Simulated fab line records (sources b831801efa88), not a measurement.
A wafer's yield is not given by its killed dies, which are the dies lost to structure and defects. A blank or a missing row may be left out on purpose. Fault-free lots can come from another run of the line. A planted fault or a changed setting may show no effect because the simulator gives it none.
Matching of chambers / flow gf180mcu / GF_V1_CMP_04 on cmp-01: 4 sister chambers
The step polishes SiO2. 7 wafers are shown with their chamber, then 8 later ones without.

WAFERS PAIRED WITH THEIR CHAMBERS
wafer=L355.1; chamber=0; motor current A (A)=12.0; time to endpoint s (s)=78
wafer=L356.5; chamber=3; motor current A (A)=12.2; time to endpoint s (s)=82
wafer=L357.6; chamber=3; motor current A (A)=12.4; time to endpoint s (s)=79
wafer=L359.2; chamber=2; motor current A (A)=13.0; time to endpoint s (s)=81
wafer=L359.4; chamber=1; motor current A (A)=10.4; time to endpoint s (s)=83
wafer=L359.5; chamber=2; motor current A (A)=13.1; time to endpoint s (s)=89
wafer=L362.3; chamber=1; motor current A (A)=10.6; time to endpoint s (s)=80

WAFERS MISSING THEIR CHAMBER
wafer=L362.4; motor current A (A)=12.2; time to endpoint s (s)=85
wafer=L362.6; motor current A (A)=12.1; time to endpoint s (s)=89
wafer=L367.2; motor current A (A)=13.3; time to endpoint s (s)=80
wafer=L367.4; motor current A (A)=11.9; time to endpoint s (s)=83
wafer=L367.5; motor current A (A)=13.2; time to endpoint s (s)=83
wafer=L376.1; motor current A (A)=10.8; time to endpoint s (s)=71
wafer=L376.5; motor current A (A)=10.7; time to endpoint s (s)=82
wafer=L376.6; motor current A (A)=13.7; time to endpoint s (s)=87

WHICH CHAMBER EACH ONE RAN IN
wafer=L362.4; from the rows above=can't be placed: 3 or 0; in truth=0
wafer=L362.6; from the rows above=can't be placed: 3 or 0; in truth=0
wafer=L367.2; from the rows above=2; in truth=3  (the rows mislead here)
wafer=L367.4; from the rows above=can't be placed: 0 or 3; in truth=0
wafer=L367.5; from the rows above=2; in truth=2
wafer=L376.1; from the rows above=1; in truth=1
wafer=L376.5; from the rows above=1; in truth=1
wafer=L376.6; from the rows above=2; in truth=2
Correctly placed: 4 of 8. Not placeable from these rows: 3 (in 3, the candidates include the true chamber). Placed wrongly: 1.
How it was worked out, from the rows above alone: a wafer's distance from a chamber is the root of the sum, over the readings, of the square of ((its reading less the chamber's mean) divided by the reading's scatter). If the next closest chamber is less than 2 further off than the closest, the wafer can't be placed; otherwise it belongs to the closest. Each chamber's mean is taken over the wafers shown for it. The scatter: the root of (the sum of the squares of (reading less its chamber's mean) over the shown wafers, divided by (wafers less chambers)).
